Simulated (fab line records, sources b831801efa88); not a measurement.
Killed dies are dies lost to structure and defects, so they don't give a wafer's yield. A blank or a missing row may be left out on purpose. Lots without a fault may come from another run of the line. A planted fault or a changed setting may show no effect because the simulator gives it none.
Which tool did it? | flow sky130 | 13 lots, 38 wafers sampled, at 5 steps of a route of 708

WHAT THE GAUGES READ, wafer by wafer
SKY_PWDE_TW_MEAS_10. Usual: PWDE_TW 375.8, standard deviation 1.7.
lot  | measured    | on            | PWDE_TW           | flag
L880 | day 4 02:52 | film_metro-03 | 377.5 376.7 376.1 |
L881 | day 4 06:56 | film_metro-02 | 376.1 379.8 377.7 |
L883 | day 4 19:23 | film_metro-02 | 376.7 376.1 376.6 |
L885 | day 5 17:48 | film_metro-04 | 375.2 375.6 375.9 |
L887 | day 5 23:33 | film_metro-03 | 373.7 373.1 374.3 |
L888 | day 6 01:14 | film_metro-04 | 374.5 374.4 374.3 |
L889 | day 6 06:03 | film_metro-02 | 376.9 377.4 376.2 |
L891 | day 6 20:58 | film_metro-03 | 376.0 376.8 374.2 |
L893 | day 7 05:11 | film_metro-02 | 377.3 375.7 375.6 |
L894 | day 7 10:25 | film_metro-04 | 371.9 374.5 374.6 |
L895 | day 7 17:07 | film_metro-03 | 375.2 374.4 373.5 |
L896 | day 7 21:58 | film_metro-02 | 376.7 375.8 374.4 |
L897 | day 8 02:32 | film_metro-02 | 376.8 375.8       |

SKY_NWELL_TW_MEAS_26. Usual: NWELL_2_TW 500, standard deviation 3.4.
lot  | measured    | on            | NWELL_2_TW  | flag
L880 | day 5 14:05 | film_metro-03 | 497 495 498 |
L881 | day 5 18:34 | film_metro-02 | 503 501 502 |
L883 | day 6 08:46 | film_metro-04 | 495 493 499 |
L885 | day 7 08:46 | film_metro-02 | 500 495 497 |
L887 | day 7 14:58 | film_metro-03 | 497 499 500 |
L888 | day 7 16:38 | film_metro-03 | 501 499 502 |
L889 | day 7 23:02 | film_metro-04 | 495 498 495 |
L891 | day 8 13:11 | film_metro-04 | 497 497 495 |
L893 | day 8 22:56 | film_metro-02 | 499 497 499 |
L894 | day 9 04:34 | film_metro-03 | 505 506 502 |
L895 | day 9 11:11 | film_metro-02 | 501 503 503 |
L896 | day 9 17:28 | film_metro-03 | 499 504 503 |
L897 | day 9 21:17 | film_metro-03 | 505 504     |

SKY_VT_ADJUST_HVTP_TW_MEAS_11. Usual: VT_ADJUST_HVTP_TW 1364, standard deviation 10.
lot  | measured     | on            | VT_ADJUST_HVTP_TW | flag
L880 | day 6 09:10  | film_metro-02 | 1368 1369 1370    |
L881 | day 6 13:35  | film_metro-01 | 1356 1357 1364    |
L883 | day 7 04:59  | film_metro-02 | 1373 1362 1366    |
L885 | day 8 05:17  | film_metro-03 | 1360 1365 1365    |
L887 | day 8 10:52  | film_metro-01 | 1365 1356 1355    |
L888 | day 8 13:38  | film_metro-01 | 1350 1359 1363    |
L889 | day 8 19:52  | film_metro-01 | 1355 1355 1361    |
L891 | day 9 11:10  | film_metro-01 | 1353 1354 1347    |
L893 | day 9 21:48  | film_metro-01 | 1356 1347 1355    |
L894 | day 10 03:45 | film_metro-03 | 1372 1371 1376    |
L895 | day 10 09:57 | film_metro-01 | 1252 1351 1348    | OFF
L896 | day 10 15:12 | film_metro-03 | 1372 1373 1377    |
L897 | day 10 19:42 | film_metro-03 | 1265 1374         | OFF

WHICH TOOL RAN EACH LOT (tool, then ch and the chambers of the sampled wafers, then the start)
lot  | SKY_PWDE_STRIP_09                   | SKY_VT_ADJUST_HVTP_IMPLANT_09
L880 | plasma_asher-02 ch 0,1, day 4 02:46 | implanter-01 ch 0, day 6 08:55
L881 | plasma_asher-04 ch 0,1, day 4 06:50 | implanter-01 ch 0, day 6 13:22
L883 | plasma_asher-02 ch 0,1, day 4 19:17 | implanter-04 ch 0, day 7 04:47
L885 | plasma_asher-02 ch 0,1, day 5 17:41 | implanter-03 ch 0, day 8 05:03
L887 | plasma_asher-02 ch 0,1, day 5 23:27 | implanter-04 ch 0, day 8 10:37
L888 | plasma_asher-04 ch 0,1, day 6 01:08 | implanter-04 ch 0, day 8 13:25
L889 | plasma_asher-04 ch 0,1, day 6 05:57 | implanter-01 ch 0, day 8 19:37
L891 | plasma_asher-03 ch 0, day 6 20:52   | implanter-03 ch 0, day 9 10:55
L893 | plasma_asher-03 ch 0,1, day 7 05:05 | implanter-04 ch 0, day 9 21:31
L894 | plasma_asher-04 ch 0,1, day 7 10:20 | implanter-03 ch 0, day 10 03:32
L895 | plasma_asher-02 ch 0,1, day 7 17:01 | implanter-04 ch 0, day 10 09:44
L896 | plasma_asher-03 ch 0,1, day 7 21:52 | implanter-03 ch 0, day 10 14:59
L897 | plasma_asher-02 ch 0,1, day 8 02:27 | implanter-04 ch 0, day 10 19:31
- SKY_PWDE_STRIP_09: strips in O2/N2.
- SKY_VT_ADJUST_HVTP_IMPLANT_09

WHAT THE TOOLS THEMSELVES READ (means of the sampled wafers that have a number; where no wafer has one, the mark that the record gives instead)
SKY_PWDE_STRIP_09. Usual: drypump_motor_current_A 5.6 A, standard deviation 0.49; n2_flow_sccm 299.9 sccm, standard deviation 0.85; oes_product_au 0.722 a.u., standard deviation 0.0047; strip_time_to_endpoint_s 36.89 s, standard deviation 0.11.
lot  | tool            | drypump_motor_current_A (A) | n2_flow_sccm (sccm) | oes_product_au (a.u.) | strip_time_to_endpoint_s (s) | flag
L880 | plasma_asher-02 | 5.1                         | 299.3               | 0.725                 | 36.81                        |
L881 | plasma_asher-04 | 5.8                         | 299.8               | 0.717                 | 37.07                        |
L883 | plasma_asher-02 | 5.4                         | 299.7               | 0.721                 | 36.94                        |
L885 | plasma_asher-02 | 5.4                         | 299.9               | 0.719                 | 36.86                        |
L887 | plasma_asher-02 | 5.1                         | 299.9               | 0.717                 | 36.75                        |
L888 | plasma_asher-04 | 5.8                         | 299.7               | 0.720                 | 36.74                        |
L889 | plasma_asher-04 | 5.7                         | 299.3               | 0.720                 | 36.79                        |
L891 | plasma_asher-03 | 6.4                         | 298.9               | 0.720                 | 36.86                        |
L893 | plasma_asher-03 | 5.7                         | 299.0               | 0.725                 | 36.88                        |
L894 | plasma_asher-04 | 5.7                         | 299.8               | 0.722                 | 36.91                        |
L895 | plasma_asher-02 | 5.1                         | 299.7               | 0.725                 | 36.94                        |
L896 | plasma_asher-03 | 6.1                         | 299.9               | 0.721                 | 36.95                        |
L897 | plasma_asher-02 | 5.2                         | 300.1               | 0.726                 | 36.84                        |

SKY_VT_ADJUST_HVTP_IMPLANT_09. Usual: beam_energy_keV 150.01, standard deviation 0.046.
lot  | tool         | beam_energy_keV | flag
L880 | implanter-01 | 150.05          |
L881 | implanter-01 | 149.97          |
L883 | implanter-04 | 150.04          |
L885 | implanter-03 | 150.01          |
L887 | implanter-04 | 150.01          |
L888 | implanter-04 | 149.99          |
L889 | implanter-01 | 150.01          |
L891 | implanter-03 | 150.00          |
L893 | implanter-04 | 150.00          |
L894 | implanter-03 | 150.05          |
L895 | implanter-04 | 149.96          |
L896 | implanter-03 | 150.05          |
L897 | implanter-04 | 150.01          |

THE ANSWER, worked out from the rows above alone
Rule: a lot is off if the mean of its wafers that have a number lies more than 3 standard deviations from the usual mean. A lot without any number at a reading at which 4 lots or more have one is off too. The other lots that the step has rows for count as sound. The gauges are gone through in route order, then the tools' own readings, and for those a lot's mean is taken as printed above. The first step at which some lot is off is used, and at that step the reading that is off furthest; a lot without a number counts as furthest.
Off: L895, L897, at SKY_VT_ADJUST_HVTP_TW_MEAS_11 (VT_ADJUST_HVTP_TW).
A tool fits if, at a process step before that reading, it ran every lot that is off, and no sound lot after the first of them. The gauges at SKY_VT_ADJUST_HVTP_TW_MEAS_11 are tried like those tools. Can't be told from this: 2 tools fit, plasma_asher-02 at SKY_PWDE_STRIP_09, implanter-04 at SKY_VT_ADJUST_HVTP_IMPLANT_09.

WHAT THE SIMULATOR HAD PUT IN
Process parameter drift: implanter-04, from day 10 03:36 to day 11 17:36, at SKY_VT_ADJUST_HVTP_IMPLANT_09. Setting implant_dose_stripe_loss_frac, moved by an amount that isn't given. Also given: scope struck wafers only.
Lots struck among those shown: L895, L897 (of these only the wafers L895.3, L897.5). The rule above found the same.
